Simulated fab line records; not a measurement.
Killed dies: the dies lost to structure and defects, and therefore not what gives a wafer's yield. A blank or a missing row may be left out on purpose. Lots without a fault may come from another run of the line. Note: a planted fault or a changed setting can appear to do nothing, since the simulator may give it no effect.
Which tool did it? / flow gf180mcu / 14 lots, 42 wafers sampled, at 4 steps of a route of 602

## WHAT THE GAUGES READ, wafer by wafer
GF_V4_THK_MEAS_01.
lot=L527; measured=day 23 11:47; on=film_metro-02; V4_CVD_00_THK (nm)=585 577 587
lot=L528; measured=day 24 04:59; on=film_metro-04; V4_CVD_00_THK (nm)=589 589 583
lot=L529; measured=day 24 21:36; on=film_metro-03; V4_CVD_00_THK (nm)=565 579 580
lot=L531; measured=day 25 08:13; on=film_metro-04; V4_CVD_00_THK (nm)=589 580 582
lot=L532; measured=day 25 18:16; on=film_metro-03; V4_CVD_00_THK (nm)=593 595 579
lot=L533; measured=day 26 14:20; on=film_metro-04; V4_CVD_00_THK (nm)=581 586 582
lot=L535; measured=day 26 17:25; on=film_metro-03; V4_CVD_00_THK (nm)=563 573 572
lot=L536; measured=day 27 00:52; on=film_metro-04; V4_CVD_00_THK (nm)=582 580 591
lot=L537; measured=day 27 04:46; on=film_metro-02; V4_CVD_00_THK (nm)=573 575 579
lot=L539; measured=day 27 18:20; on=film_metro-04; V4_CVD_00_THK (nm)=578 583 577
lot=L540; measured=day 28 11:04; on=film_metro-04; V4_CVD_00_THK (nm)=571 579 570
lot=L541; measured=day 28 14:54; on=film_metro-02; V4_CVD_00_THK (nm)=591 579 581
lot=L544; measured=day 29 05:31; on=film_metro-03; V4_CVD_00_THK (nm)=582 577 563
lot=L548; measured=day 30 09:36; on=film_metro-02; V4_CVD_00_THK (nm)=566 570 568

GF_V5_CD_MEAS_14: the cd target is 260 nm.
lot=L527; measured=day 27 07:37; on=cd_sem-02; cd_nm (nm)=258.6 260.2 260.5
lot=L528; measured=day 27 20:25; on=cd_sem-01; cd_nm (nm)=258.9 260.6 259.6
lot=L529; measured=day 28 11:18; on=cd_sem-02; cd_nm (nm)=261.5 261.6 259.8
lot=L531; measured=day 28 20:41; on=cd_sem-01; cd_nm (nm)=261.3 260.5 260.6
lot=L532; measured=day 29 06:29; on=cd_sem-02; cd_nm (nm)=261.0 261.6 260.5
lot=L533; measured=day 29 23:23; on=cd_sem-01; cd_nm (nm)=259.0 259.4 258.2
lot=L535; measured=day 30 03:55; on=cd_sem-02; cd_nm (nm)=261.3 262.0 260.7
lot=L536; measured=day 30 10:29; on=cd_sem-02; cd_nm (nm)=261.5 260.5 260.4
lot=L537; measured=day 30 12:38; on=cd_sem-01; cd_nm (nm)=262.0 261.5 260.7
lot=L539; measured=day 31 02:19; on=cd_sem-01; cd_nm (nm)=261.1 260.6 259.4
lot=L540; measured=day 31 17:08; on=cd_sem-01; cd_nm (nm)=258.7 259.1 258.2
lot=L541; measured=day 31 20:32; on=cd_sem-02; cd_nm (nm)=258.0 258.3 258.8
lot=L544; measured=day 32 09:17; on=cd_sem-02; cd_nm (nm)=258.3 260.4 260.0
lot=L548; measured=day 33 09:59; on=cd_sem-02; cd_nm (nm)=259.7 259.5 258.8

GF_TOP_METAL_OVL_MEAS_15.
lot=L527; measured=day 28 05:23; on=overlay-01; TOP_METAL_OVL (nm)=-0.1 1.2 0.2
lot=L528; measured=day 28 17:37; on=overlay-02; TOP_METAL_OVL (nm)=-0.7 0.4 -1.6
lot=L529; measured=day 29 08:20; on=overlay-02; TOP_METAL_OVL (nm)=-0.3 -0.9 0.8
lot=L531; measured=day 29 16:40; on=overlay-02; TOP_METAL_OVL (nm)=4.0 2.6 0.8
lot=L532; measured=day 30 03:04; on=overlay-02; TOP_METAL_OVL (nm)=0.2 1.3 1.8
lot=L533; measured=day 30 19:05; on=overlay-02; TOP_METAL_OVL (nm)=0.2 1.1 1.6
lot=L535; measured=day 30 23:56; on=overlay-01; TOP_METAL_OVL (nm)=-1.1 -1.6 0.0
lot=L536; measured=day 31 06:16; on=overlay-02; TOP_METAL_OVL (nm)=1.1 0.1 -0.5
lot=L537; measured=day 31 08:49; on=overlay-02; TOP_METAL_OVL (nm)=1.3 -0.1 -0.1
lot=L539; measured=day 31 21:34; on=overlay-01; TOP_METAL_OVL (nm)=-3.5 -1.9 -1.5
lot=L540; measured=day 32 11:56; on=overlay-02; TOP_METAL_OVL (nm)=-1.6 -1.2 -1.4
lot=L541; measured=day 32 15:23; on=overlay-02; TOP_METAL_OVL (nm)=-2.5 -1.4 -0.6
lot=L544; measured=day 33 03:13; on=overlay-01; TOP_METAL_OVL (nm)=-0.5 -1.4 -0.6
lot=L548; measured=day 34 03:11; on=overlay-01; TOP_METAL_OVL (nm)=1.7 0.6 0.3

## EACH LOT AND THE TOOL THAT RAN IT (in order: tool; ch and the chambers of the sampled wafers; start)
lot=L527; GF_M2_SPUTTER_04=pvd_sputter-01, day 18 04:41
lot=L528; GF_M2_SPUTTER_04=pvd_sputter-02, day 19 01:09
lot=L529; GF_M2_SPUTTER_04=pvd_sputter-02, day 19 18:23
lot=L531; GF_M2_SPUTTER_04=pvd_sputter-03, day 20 06:50
lot=L532; GF_M2_SPUTTER_04=pvd_sputter-03, day 20 16:41
lot=L533; GF_M2_SPUTTER_04=pvd_sputter-03, day 21 13:04
lot=L535; GF_M2_SPUTTER_04=pvd_sputter-03, day 21 19:05
lot=L536; GF_M2_SPUTTER_04=pvd_sputter-03, day 22 05:56
lot=L537; GF_M2_SPUTTER_04=pvd_sputter-01, day 22 08:41
lot=L539; GF_M2_SPUTTER_04=pvd_sputter-03, day 23 01:24
lot=L540; GF_M2_SPUTTER_04=pvd_sputter-03, day 23 18:16
lot=L541; GF_M2_SPUTTER_04=pvd_sputter-02, day 23 23:41
lot=L544; GF_M2_SPUTTER_04=pvd_sputter-03, day 24 17:05
lot=L548; GF_M2_SPUTTER_04=pvd_sputter-01, day 26 00:08
- GF_M2_SPUTTER_04: material TiN, target thk 50 nm, time 41.7 s.

## WHAT THE TOOLS THEMSELVES READ (means of the sampled wafers that have a number; where no wafer has one, the mark that the record gives instead)
GF_M2_SPUTTER_04.
lot=L527; tool=pvd_sputter-01; throttle_valve_pct (%)=29.6
lot=L528; tool=pvd_sputter-02; throttle_valve_pct (%)=29.6
lot=L529; tool=pvd_sputter-02; throttle_valve_pct (%)=30.0
lot=L531; tool=pvd_sputter-03; throttle_valve_pct (%)=30.4
lot=L532; tool=pvd_sputter-03; throttle_valve_pct (%)=31.1
lot=L533; tool=pvd_sputter-03; throttle_valve_pct (%)=31.0
lot=L535; tool=pvd_sputter-03; throttle_valve_pct (%)=31.6
lot=L536; tool=pvd_sputter-03; throttle_valve_pct (%)=30.6
lot=L537; tool=pvd_sputter-01; throttle_valve_pct (%)=29.8
lot=L539; tool=pvd_sputter-03; throttle_valve_pct (%)=29.9
lot=L540; tool=pvd_sputter-03; throttle_valve_pct (%)=30.9
lot=L541; tool=pvd_sputter-02; throttle_valve_pct (%)=30.1
lot=L544; tool=pvd_sputter-03; throttle_valve_pct (%)=30.7
lot=L548; tool=pvd_sputter-01; throttle_valve_pct (%)=29.7

## THE ANSWER, worked out from the rows above alone
Rule: the lots themselves supply what counts as usual. Put in order of their means at a reading, lots are off if they are a third of the lots or fewer, leave a main group of 4 or more, and stand apart from it by a gap of 3 or more times the standard deviation of the main group's means; of several such gaps the widest counts. Not used: any main group whose means are identical at the precision the tables above print for the reading. A lot without any number at a reading at which 4 lots or more have one is off too. All remaining lots with rows at the step are treated as sound. After the gauges, taken in route order, come the tools' own readings; for these a lot's mean is taken, as printed above. The first step at which some lot is off is used, and at that step the reading that is off furthest; a lot without a number counts as furthest.
Across all readings shown, no lot is off: no conclusion can be drawn from this.

## WHAT THE SIMULATOR PUT IN
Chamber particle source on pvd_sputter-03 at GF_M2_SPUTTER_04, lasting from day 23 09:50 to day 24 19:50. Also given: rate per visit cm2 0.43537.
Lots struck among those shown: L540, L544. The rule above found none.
